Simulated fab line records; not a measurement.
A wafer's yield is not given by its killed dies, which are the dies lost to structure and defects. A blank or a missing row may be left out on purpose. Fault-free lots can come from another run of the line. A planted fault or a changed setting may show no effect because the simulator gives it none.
Which tool did it? / flow sky130 / 11 lots with 33 wafers sampled at 5 steps, on a route of 708 steps

## WHAT THE GAUGES READ, wafer by wafer
No reading from a measuring or inspecting step in the record can be judged against a usual standard deviation.

## EACH LOT AND THE TOOL THAT RAN IT (in order: tool; ch and the chambers of the sampled wafers; start)
lot=L477; SKY_FIELD_ISO_CMP_27=cmp-01 ch 0,2,3, day 2 09:46; SKY_DNWELL_STRIP_08=plasma-asher-02 ch 0, day 3 03:55; SKY_LDD_P_COAT_02=litho-track-03 ch 0, day 18 05:32; SKY_LDD_P_STRIP_10=plasma-asher-01 ch 0,1, day 18 20:37; SKY_LDD_LDN_STRIP_12=plasma-asher-03 ch 0,1, day 22 17:02
lot=L479; SKY_FIELD_ISO_CMP_27=cmp-02 ch 0,2,3, day 2 21:27; SKY_DNWELL_STRIP_08=plasma-asher-01 ch 0,1, day 3 17:05; SKY_LDD_P_COAT_02=litho-track-01 ch 0, day 19 08:19; SKY_LDD_P_STRIP_10=plasma-asher-01 ch 0,1, day 19 23:28; SKY_LDD_LDN_STRIP_12=plasma-asher-02 ch 0,1, day 23 19:52
lot=L480; SKY_FIELD_ISO_CMP_27=cmp-01 ch 1,2, day 3 01:19; SKY_DNWELL_STRIP_08=plasma-asher-01 ch 0,1, day 3 20:40; SKY_LDD_P_COAT_02=litho-track-02 ch 0, day 19 20:25; SKY_LDD_P_STRIP_10=plasma-asher-03 ch 0,1, day 20 11:19; SKY_LDD_LDN_STRIP_12=plasma-asher-01 ch 0,1, day 24 09:59
lot=L481; SKY_FIELD_ISO_CMP_27=cmp-01 ch 0,1, day 3 06:56; SKY_DNWELL_STRIP_08=plasma-asher-02 ch 0,1, day 4 02:22; SKY_LDD_P_COAT_02=litho-track-03 ch 0, day 19 20:52; SKY_LDD_P_STRIP_10=plasma-asher-01 ch 0,1, day 20 11:58; SKY_LDD_LDN_STRIP_12=plasma-asher-02 ch 0,1, day 24 10:04
lot=L482; SKY_FIELD_ISO_CMP_27=cmp-02 ch 0,1,2, day 3 12:20; SKY_DNWELL_STRIP_08=plasma-asher-03 ch 0,1, day 4 07:19; SKY_LDD_P_COAT_02=litho-track-02 ch 0, day 20 08:14; SKY_LDD_P_STRIP_10=plasma-asher-03 ch 0,1, day 21 00:58; SKY_LDD_LDN_STRIP_12=plasma-asher-01 ch 0,1, day 24 21:07
lot=L488; SKY_FIELD_ISO_CMP_27=cmp-01 ch 1,3, day 4 22:46; SKY_DNWELL_STRIP_08=plasma-asher-03 ch 0,1, day 5 20:43; SKY_LDD_P_COAT_02=litho-track-03 ch 0, day 23 09:43; SKY_LDD_P_STRIP_10=plasma-asher-03 ch 1, day 24 01:46; SKY_LDD_LDN_STRIP_12=plasma-asher-03 ch 1, day 27 18:55
lot=L490; SKY_FIELD_ISO_CMP_27=cmp-01 ch 1,2,3, day 5 08:43; SKY_DNWELL_STRIP_08=plasma-asher-03 ch 0,1, day 6 06:04; SKY_LDD_P_COAT_02=litho-track-03 ch 0, day 23 14:46; SKY_LDD_P_STRIP_10=plasma-asher-01 ch 0,1, day 24 05:40; SKY_LDD_LDN_STRIP_12=plasma-asher-03 ch 0,1, day 27 22:31
lot=L491; SKY_FIELD_ISO_CMP_27=cmp-01 ch 0,2,3, day 5 10:20; SKY_DNWELL_STRIP_08=plasma-asher-03 ch 0,1, day 6 08:53; SKY_LDD_P_COAT_02=litho-track-03 ch 0, day 23 20:55; SKY_LDD_P_STRIP_10=plasma-asher-01 ch 0,1, day 24 12:07; SKY_LDD_LDN_STRIP_12=plasma-asher-02 ch 0,1, day 28 03:00
lot=L493; SKY_FIELD_ISO_CMP_27=cmp-02 ch 1,2,3, day 5 22:11; SKY_DNWELL_STRIP_08=plasma-asher-01 ch 0,1, day 6 19:40; SKY_LDD_P_COAT_02=litho-track-01 ch 0, day 24 12:31; SKY_LDD_P_STRIP_10=plasma-asher-03 ch 0,1, day 25 03:52; SKY_LDD_LDN_STRIP_12=plasma-asher-03 ch 0,1, day 28 20:08
lot=L497; SKY_FIELD_ISO_CMP_27=cmp-01 ch 0,2,3, day 6 15:39; SKY_DNWELL_STRIP_08=plasma-asher-03 ch 0,1, day 7 15:25; SKY_LDD_P_COAT_02=litho-track-02 ch 0, day 25 14:04; SKY_LDD_P_STRIP_10=plasma-asher-03 ch 0,1, day 26 05:16; SKY_LDD_LDN_STRIP_12=plasma-asher-03 ch 0,1, day 29 20:41
lot=L500; SKY_FIELD_ISO_CMP_27=cmp-02 ch 1,2,3, day 7 10:27; SKY_DNWELL_STRIP_08=plasma-asher-02 ch 0,1, day 8 15:13; SKY_LDD_P_COAT_02=litho-track-02 ch 0, day 27 11:41; SKY_LDD_P_STRIP_10=plasma-asher-03 ch 0,1, day 28 01:52; SKY_LDD_LDN_STRIP_12=plasma-asher-02 ch 0,1, day 31 14:05
- SKY_FIELD_ISO_CMP_27: polishes, stops on Si3N4, t overpolish 16 s, target thk 457.8 nm.
- SKY_DNWELL_STRIP_08: strips in O2/N2.
- SKY_LDD_P_COAT_02: resist thk 1140 nm.
- SKY_LDD_P_STRIP_10: strips in O2/N2.
- SKY_LDD_LDN_STRIP_12: strips in O2/N2.

## WHAT THE TOOLS THEMSELVES READ (means of the sampled wafers that have a number; where no wafer has one, the mark that the record gives instead)
SKY_FIELD_ISO_CMP_27. Usual: motor-current-A 12.1 A, standard deviation 1; overpolish-run-s 15.999 s, standard deviation 0.0097; time-to-endpoint-s 113 s, standard deviation 4.3.
lot=L477; tool=cmp-01; motor-current-A (A)=11.9; overpolish-run-s (s)=16.006; time-to-endpoint-s (s)=114; flag=
lot=L479; tool=cmp-02; motor-current-A (A)=12.5; overpolish-run-s (s)=16.000; time-to-endpoint-s (s)=114; flag=
lot=L480; tool=cmp-01; motor-current-A (A)=12.4; overpolish-run-s (s)=15.988; time-to-endpoint-s (s)=114; flag=
lot=L481; tool=cmp-01; motor-current-A (A)=12.3; overpolish-run-s (s)=16.015; time-to-endpoint-s (s)=116; flag=
lot=L482; tool=cmp-02; motor-current-A (A)=11.7; overpolish-run-s (s)=16.011; time-to-endpoint-s (s)=112; flag=
lot=L488; tool=cmp-01; motor-current-A (A)=12.3; overpolish-run-s (s)=16.005; time-to-endpoint-s (s)=109; flag=
lot=L490; tool=cmp-01; motor-current-A (A)=12.1; overpolish-run-s (s)=15.991; time-to-endpoint-s (s)=110; flag=
lot=L491; tool=cmp-01; motor-current-A (A)=12.0; overpolish-run-s (s)=16.002; time-to-endpoint-s (s)=110; flag=
lot=L493; tool=cmp-02; motor-current-A (A)=11.5; overpolish-run-s (s)=15.998; time-to-endpoint-s (s)=117; flag=
lot=L497; tool=cmp-01; motor-current-A (A)=11.7; overpolish-run-s (s)=15.999; time-to-endpoint-s (s)=118; flag=
lot=L500; tool=cmp-02; motor-current-A (A)=11.4; overpolish-run-s (s)=15.998; time-to-endpoint-s (s)=118; flag=

SKY_DNWELL_STRIP_08. Usual: chamber-pressure-mTorr 1500.1 mTorr, standard deviation 1.3; drypump-motor-current-A 5.8 A, standard deviation 0.41; oes-product-au 0.723 a.u., standard deviation 0.0048; strip-time-to-endpoint-s 36.92 s, standard deviation 0.093.
lot=L477; tool=plasma-asher-02; chamber-pressure-mTorr (mTorr)=1500.4; drypump-motor-current-A (A)=5.5; oes-product-au (a.u.)=0.725; strip-time-to-endpoint-s (s)=36.72; flag=
lot=L479; tool=plasma-asher-01; chamber-pressure-mTorr (mTorr)=1500.3; drypump-motor-current-A (A)=5.8; oes-product-au (a.u.)=0.718; strip-time-to-endpoint-s (s)=36.85; flag=
lot=L480; tool=plasma-asher-01; chamber-pressure-mTorr (mTorr)=1500.2; drypump-motor-current-A (A)=5.8; oes-product-au (a.u.)=0.724; strip-time-to-endpoint-s (s)=36.99; flag=
lot=L481; tool=plasma-asher-02; chamber-pressure-mTorr (mTorr)=1500.5; drypump-motor-current-A (A)=6.0; oes-product-au (a.u.)=0.727; strip-time-to-endpoint-s (s)=36.94; flag=
lot=L482; tool=plasma-asher-03; chamber-pressure-mTorr (mTorr)=1501.7; drypump-motor-current-A (A)=5.6; oes-product-au (a.u.)=0.725; strip-time-to-endpoint-s (s)=36.85; flag=
lot=L488; tool=plasma-asher-03; chamber-pressure-mTorr (mTorr)=1498.5; drypump-motor-current-A (A)=5.9; oes-product-au (a.u.)=0.718; strip-time-to-endpoint-s (s)=36.79; flag=
lot=L490; tool=plasma-asher-03; chamber-pressure-mTorr (mTorr)=1500.9; drypump-motor-current-A (A)=5.7; oes-product-au (a.u.)=0.722; strip-time-to-endpoint-s (s)=36.89; flag=
lot=L491; tool=plasma-asher-03; chamber-pressure-mTorr (mTorr)=1500.0; drypump-motor-current-A (A)=5.6; oes-product-au (a.u.)=0.721; strip-time-to-endpoint-s (s)=36.92; flag=
lot=L493; tool=plasma-asher-01; chamber-pressure-mTorr (mTorr)=1499.8; drypump-motor-current-A (A)=5.4; oes-product-au (a.u.)=0.721; strip-time-to-endpoint-s (s)=36.95; flag=
lot=L497; tool=plasma-asher-03; chamber-pressure-mTorr (mTorr)=1500.1; drypump-motor-current-A (A)=5.9; oes-product-au (a.u.)=0.722; strip-time-to-endpoint-s (s)=36.99; flag=
lot=L500; tool=plasma-asher-02; chamber-pressure-mTorr (mTorr)=1500.1; drypump-motor-current-A (A)=5.7; oes-product-au (a.u.)=0.720; strip-time-to-endpoint-s (s)=36.86; flag=

SKY_LDD_P_COAT_02. Usual: spin-speed-rpm 2999.7 rpm, standard deviation 2.
lot=L477; tool=litho-track-03; spin-speed-rpm (rpm)=2999.6; flag=
lot=L479; tool=litho-track-01; spin-speed-rpm (rpm)=2998.1; flag=
lot=L480; tool=litho-track-02; spin-speed-rpm (rpm)=2999.8; flag=
lot=L481; tool=litho-track-03; spin-speed-rpm (rpm)=3001.0; flag=
lot=L482; tool=litho-track-02; spin-speed-rpm (rpm)=3001.0; flag=
lot=L488; tool=litho-track-03; spin-speed-rpm (rpm)=2911.6; flag=OFF
lot=L490; tool=litho-track-03; spin-speed-rpm (rpm)=2914.5; flag=OFF
lot=L491; tool=litho-track-03; spin-speed-rpm (rpm)=2912.2; flag=OFF
lot=L493; tool=litho-track-01; spin-speed-rpm (rpm)=3000.0; flag=
lot=L497; tool=litho-track-02; spin-speed-rpm (rpm)=3000.6; flag=
lot=L500; tool=litho-track-02; spin-speed-rpm (rpm)=2999.2; flag=

SKY_LDD_P_STRIP_10. Usual: chamber-pressure-mTorr 1500.2 mTorr, standard deviation 1.5; drypump-motor-current-A 5.8 A, standard deviation 0.44; oes-product-au 0.715 a.u., standard deviation 0.0043; strip-time-to-endpoint-s 14.17 s, standard deviation 0.044.
lot=L477; tool=plasma-asher-01; chamber-pressure-mTorr (mTorr)=1500.1; drypump-motor-current-A (A)=5.8; oes-product-au (a.u.)=0.714; strip-time-to-endpoint-s (s)=14.16; flag=
lot=L479; tool=plasma-asher-01; chamber-pressure-mTorr (mTorr)=1498.7; drypump-motor-current-A (A)=5.8; oes-product-au (a.u.)=0.717; strip-time-to-endpoint-s (s)=14.17; flag=
lot=L480; tool=plasma-asher-03; chamber-pressure-mTorr (mTorr)=1500.7; drypump-motor-current-A (A)=5.6; oes-product-au (a.u.)=0.717; strip-time-to-endpoint-s (s)=14.11; flag=
lot=L481; tool=plasma-asher-01; chamber-pressure-mTorr (mTorr)=1500.9; drypump-motor-current-A (A)=5.8; oes-product-au (a.u.)=0.712; strip-time-to-endpoint-s (s)=14.20; flag=
lot=L482; tool=plasma-asher-03; chamber-pressure-mTorr (mTorr)=1501.9; drypump-motor-current-A (A)=5.9; oes-product-au (a.u.)=0.719; strip-time-to-endpoint-s (s)=14.23; flag=
lot=L488; tool=plasma-asher-03; chamber-pressure-mTorr (mTorr)=1500.8; drypump-motor-current-A (A)=6.1; oes-product-au (a.u.)=0.716; strip-time-to-endpoint-s (s)=14.30; flag=
lot=L490; tool=plasma-asher-01; chamber-pressure-mTorr (mTorr)=1499.5; drypump-motor-current-A (A)=5.8; oes-product-au (a.u.)=0.713; strip-time-to-endpoint-s (s)=14.30; flag=
lot=L491; tool=plasma-asher-01; chamber-pressure-mTorr (mTorr)=1498.6; drypump-motor-current-A (A)=5.8; oes-product-au (a.u.)=0.713; strip-time-to-endpoint-s (s)=14.34; flag=OFF
lot=L493; tool=plasma-asher-03; chamber-pressure-mTorr (mTorr)=1501.3; drypump-motor-current-A (A)=5.7; oes-product-au (a.u.)=0.714; strip-time-to-endpoint-s (s)=14.26; flag=
lot=L497; tool=plasma-asher-03; chamber-pressure-mTorr (mTorr)=1499.3; drypump-motor-current-A (A)=5.9; oes-product-au (a.u.)=0.719; strip-time-to-endpoint-s (s)=14.17; flag=
lot=L500; tool=plasma-asher-03; chamber-pressure-mTorr (mTorr)=1500.1; drypump-motor-current-A (A)=5.7; oes-product-au (a.u.)=0.716; strip-time-to-endpoint-s (s)=14.17; flag=

SKY_LDD_LDN_STRIP_12. Usual: chamber-pressure-mTorr 1499.9 mTorr, standard deviation 1.3; drypump-motor-current-A 5.8 A, standard deviation 0.43; oes-product-au 0.716 a.u., standard deviation 0.0044; strip-time-to-endpoint-s 14.18 s, standard deviation 0.037.
lot=L477; tool=plasma-asher-03; chamber-pressure-mTorr (mTorr)=1500.4; drypump-motor-current-A (A)=5.9; oes-product-au (a.u.)=0.716; strip-time-to-endpoint-s (s)=14.17; flag=
lot=L479; tool=plasma-asher-02; chamber-pressure-mTorr (mTorr)=1499.7; drypump-motor-current-A (A)=6.0; oes-product-au (a.u.)=0.713; strip-time-to-endpoint-s (s)=14.23; flag=
lot=L480; tool=plasma-asher-01; chamber-pressure-mTorr (mTorr)=1498.8; drypump-motor-current-A (A)=5.8; oes-product-au (a.u.)=0.711; strip-time-to-endpoint-s (s)=14.22; flag=
lot=L481; tool=plasma-asher-02; chamber-pressure-mTorr (mTorr)=1501.0; drypump-motor-current-A (A)=6.0; oes-product-au (a.u.)=0.717; strip-time-to-endpoint-s (s)=14.18; flag=
lot=L482; tool=plasma-asher-01; chamber-pressure-mTorr (mTorr)=1500.5; drypump-motor-current-A (A)=5.4; oes-product-au (a.u.)=0.718; strip-time-to-endpoint-s (s)=14.14; flag=
lot=L488; tool=plasma-asher-03; chamber-pressure-mTorr (mTorr)=1499.6; drypump-motor-current-A (A)=6.1; oes-product-au (a.u.)=0.718; strip-time-to-endpoint-s (s)=14.20; flag=
lot=L490; tool=plasma-asher-03; chamber-pressure-mTorr (mTorr)=1500.9; drypump-motor-current-A (A)=5.9; oes-product-au (a.u.)=0.717; strip-time-to-endpoint-s (s)=14.14; flag=
lot=L491; tool=plasma-asher-02; chamber-pressure-mTorr (mTorr)=1498.4; drypump-motor-current-A (A)=6.0; oes-product-au (a.u.)=0.717; strip-time-to-endpoint-s (s)=14.20; flag=
lot=L493; tool=plasma-asher-03; chamber-pressure-mTorr (mTorr)=1499.5; drypump-motor-current-A (A)=5.9; oes-product-au (a.u.)=0.712; strip-time-to-endpoint-s (s)=14.15; flag=
lot=L497; tool=plasma-asher-03; chamber-pressure-mTorr (mTorr)=1500.4; drypump-motor-current-A (A)=5.9; oes-product-au (a.u.)=0.716; strip-time-to-endpoint-s (s)=14.18; flag=
lot=L500; tool=plasma-asher-02; chamber-pressure-mTorr (mTorr)=1499.5; drypump-motor-current-A (A)=6.0; oes-product-au (a.u.)=0.715; strip-time-to-endpoint-s (s)=14.16; flag=

## THE ANSWER, worked out from the rows above alone
Rule: lot off if the mean of its wafers having a number is beyond 3 standard deviations from the usual mean. A lot without any number at a reading at which 4 lots or more have one is off too. Where the step has rows for the other lots, those lots are counted as sound. The gauges are gone through in route order, then the tools' own readings, and for those a lot's mean is taken as printed above. The first step at which some lot is off is used, and at that step the reading that is off furthest; a lot without a number counts as furthest.
Off: L488, L490, L491 (SKY_LDD_P_COAT_02, spin-speed-rpm).
If a tool, at that step or one of the process steps before it, ran each lot that is off and ran no sound lot following the first of them, it fits. One fits: litho-track-03 at SKY_LDD_P_COAT_02. A fault onset in the window from L481 (day 19 20:52, its last sound lot) to L488 (day 23 09:43, its first lot off) fits.
The tool's own readings at SKY_LDD_P_COAT_02 bear it out: on the lots that are off they differ by more than 5 times the standard deviation of the sound lots' means. spin-speed-rpm reads 2912.8 rpm there against 2999.9 rpm on the sound lots.

## WHAT THE SIMULATOR HAD INSERTED
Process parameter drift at SKY_LDD_P_COAT_02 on litho-track-03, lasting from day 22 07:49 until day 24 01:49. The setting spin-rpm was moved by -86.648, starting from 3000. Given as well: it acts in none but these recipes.
Lots struck among those shown: L488, L490, L491. The rule above reached the same finding.
